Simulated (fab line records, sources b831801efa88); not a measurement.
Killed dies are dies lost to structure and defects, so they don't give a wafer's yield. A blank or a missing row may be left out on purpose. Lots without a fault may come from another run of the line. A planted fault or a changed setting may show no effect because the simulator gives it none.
Which tool did it? | flow sky130 | 10 lots, 30 wafers sampled, at 4 steps of a route of 708

WHAT THE GAUGES READ, wafer by wafer
SKY_VIA4_RS_MEAS_19: measures by four-point-probe.
lot  | measured     | on            | VIA4_W_RS (ohm/sq)
L828 | day 43 03:40 | film_metro-02 | 0.2255 0.2278 0.2236
L829 | day 43 10:32 | film_metro-02 | 0.2214 0.2267 0.2243
L830 | day 43 15:17 | film_metro-04 | 0.2271 0.2301 0.2278
L831 | day 44 05:32 | film_metro-04 | 0.2257 0.2276 0.2251
L834 | day 44 18:02 | film_metro-02 | 0.2241 0.2265 0.2225
L838 | day 45 18:28 | film_metro-04 | 0.2265 0.2240 0.2248
L842 | day 47 00:19 | film_metro-01 | 0.2222 0.2236 0.2289
L843 | day 47 02:04 | film_metro-04 | 0.1116 0.1108 0.1103
L845 | day 47 12:56 | film_metro-01 | 0.2246 0.2300 0.2254
L846 | day 47 17:26 | film_metro-01 | 0.1115 0.1127 0.1124

WHICH TOOL RAN EACH LOT (tool, then ch and the chambers of the sampled wafers, then the start)
lot  | SKY_VIA1_STRIP_16                    | SKY_VIA3_SPUTTER_20          | SKY_VIA4_CVD_18
L828 | plasma_asher-01 ch 0,1, day 34 04:24 | pvd_sputter-02, day 39 23:17 | cvd_w-02 ch 0,1, day 43 03:32
L829 | plasma_asher-04 ch 0,1, day 34 14:10 | pvd_sputter-02, day 40 06:43 | cvd_w-01 ch 0,1, day 43 10:17
L830 | plasma_asher-01 ch 0,1, day 34 19:55 | pvd_sputter-03, day 40 12:19 | cvd_w-01 ch 1, day 43 14:59
L831 | plasma_asher-04 ch 0,1, day 35 11:34 | pvd_sputter-03, day 41 02:28 | cvd_w-02 ch 0,1, day 44 05:23
L834 | plasma_asher-03 ch 1, day 36 01:40   | pvd_sputter-01, day 41 15:31 | cvd_w-02 ch 0,1, day 44 17:52
L838 | plasma_asher-01 ch 0,1, day 37 11:07 | pvd_sputter-02, day 42 20:28 | cvd_w-02 ch 0,1, day 45 18:19
L842 | plasma_asher-01 ch 0,1, day 38 21:40 | pvd_sputter-02, day 44 05:43 | cvd_w-02 ch 0,1, day 47 00:09
L843 | plasma_asher-03 ch 0,1, day 38 23:33 | pvd_sputter-03, day 44 06:36 | cvd_w-01 ch 0,1, day 47 01:35
L845 | plasma_asher-01 ch 0,1, day 39 14:34 | pvd_sputter-02, day 44 19:13 | cvd_w-02 ch 0,1, day 47 12:47
L846 | plasma_asher-03 ch 0,1, day 39 16:55 | pvd_sputter-01, day 44 22:34 | cvd_w-01 ch 0,1, day 47 16:58
- SKY_VIA1_STRIP_16: strips in O2/N2.
- SKY_VIA3_SPUTTER_20: material TiN, target thk 20 nm, time 80 s.
- SKY_VIA4_CVD_18: deposits W, target thk 505 nm, time 152.14 s.

THE ANSWER, worked out from the rows above alone
Rule: what is usual is taken from the lots themselves. Put in order of their means at a reading, lots are off if they are a third of the lots or fewer, leave a main group of 4 or more, and stand apart from it by a gap of 3 or more times the standard deviation of the main group's means; of several such gaps the widest counts. A main group whose means are all the same, to the digits that the tables above print for the reading, isn't used. A lot without any number at a reading at which 4 lots or more have one is off too. The other lots that the step has rows for count as sound.
Off: L843, L846, at SKY_VIA4_RS_MEAS_19 (VIA4_W_RS). The main group: mean 0.2257 ohm/sq, standard deviation 0.0013.
A tool fits if, at a process step before that reading, it ran every lot that is off, and no sound lot after the first of them. The gauges at SKY_VIA4_RS_MEAS_19 are tried like those tools. Can't be told from this: 2 tools fit, plasma_asher-03 at SKY_VIA1_STRIP_16, cvd_w-01 at SKY_VIA4_CVD_18.

WHAT THE SIMULATOR HAD PUT IN
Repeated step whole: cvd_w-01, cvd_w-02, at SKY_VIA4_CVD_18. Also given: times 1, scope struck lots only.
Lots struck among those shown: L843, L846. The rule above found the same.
